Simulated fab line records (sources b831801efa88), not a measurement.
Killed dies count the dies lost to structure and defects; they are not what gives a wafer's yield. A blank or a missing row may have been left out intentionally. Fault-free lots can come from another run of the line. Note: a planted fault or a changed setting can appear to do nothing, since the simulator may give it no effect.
The tool behind it: which one? | flow sky130 | 6 lots, 17 wafers sampled, at 2 steps of a route of 708

== WHAT EACH GAUGE READ, for each wafer ==
SKY_VIA2_THK_MEAS_01.
lot  | measured     | on            | VIA2_HDPCVD_THK (nm)
L391 | day 35 16:37 | film metro-01 | 1152 1168 1168
L395 | day 37 07:32 | film metro-02 | 1180 1170 1165
L397 | day 38 00:13 | film metro-02 | 1170 1155 1178
L400 | day 38 17:25 | film metro-04 | 1183 1198 1196
L406 | day 40 13:13 | film metro-04 | 883 1195
L410 | day 41 16:52 | film metro-02 | 1189 1184 1185

== WHAT TOOL EACH LOT RAN ON (gives the tool, then ch and the chambers of the sampled wafers, and finally the start) ==
lot  | SKY_VIA2_HDPCVD_00
L391 | hdpcvd-02 ch 0,1, day 35 16:26
L395 | hdpcvd-01 ch 0,1,2, day 37 07:24
L397 | hdpcvd-01 ch 0,1, day 38 00:04
L400 | hdpcvd-02 ch 0,1,2, day 38 17:17
L406 | hdpcvd-02 ch 0,2, day 40 13:08
L410 | hdpcvd-01 ch 0,1,2, day 41 16:47
- SKY_VIA2_HDPCVD_00: deposits SiO2, target thk 1180 nm, time 196.7 s.

== THE ANSWER, worked out from the rows above alone ==
Rule: usual is defined by the lots themselves. Put in order of their means at a reading, lots are off if they are a third of the lots or fewer, leave a main group of 4 or more, and stand apart from it by a gap of 3 or more times the standard deviation of the main group's means; of several such gaps the widest counts. A main group is skipped when, at the precision printed for the reading in the tables above, its means are all equal. Also off: a lot with no number at a reading for which 4 or more lots have one. The other lots that the step has rows for count as sound.
Off: L406, at SKY_VIA2_THK_MEAS_01 (VIA2_HDPCVD_THK). Mean 1176 nm and standard deviation 11 in the main group.
If a tool, at a process step before that reading, ran all the lots that are off and no sound lot after the first of them, it fits. Those tools and the gauges at SKY_VIA2_THK_MEAS_01 are tried in the same way. 2 tools fit, hdpcvd-02 at SKY_VIA2_HDPCVD_00 and film metro-04 at SKY_VIA2_THK_MEAS_01, so this cannot tell which one it is.

== WHAT WAS PUT IN BY THE SIMULATOR ==
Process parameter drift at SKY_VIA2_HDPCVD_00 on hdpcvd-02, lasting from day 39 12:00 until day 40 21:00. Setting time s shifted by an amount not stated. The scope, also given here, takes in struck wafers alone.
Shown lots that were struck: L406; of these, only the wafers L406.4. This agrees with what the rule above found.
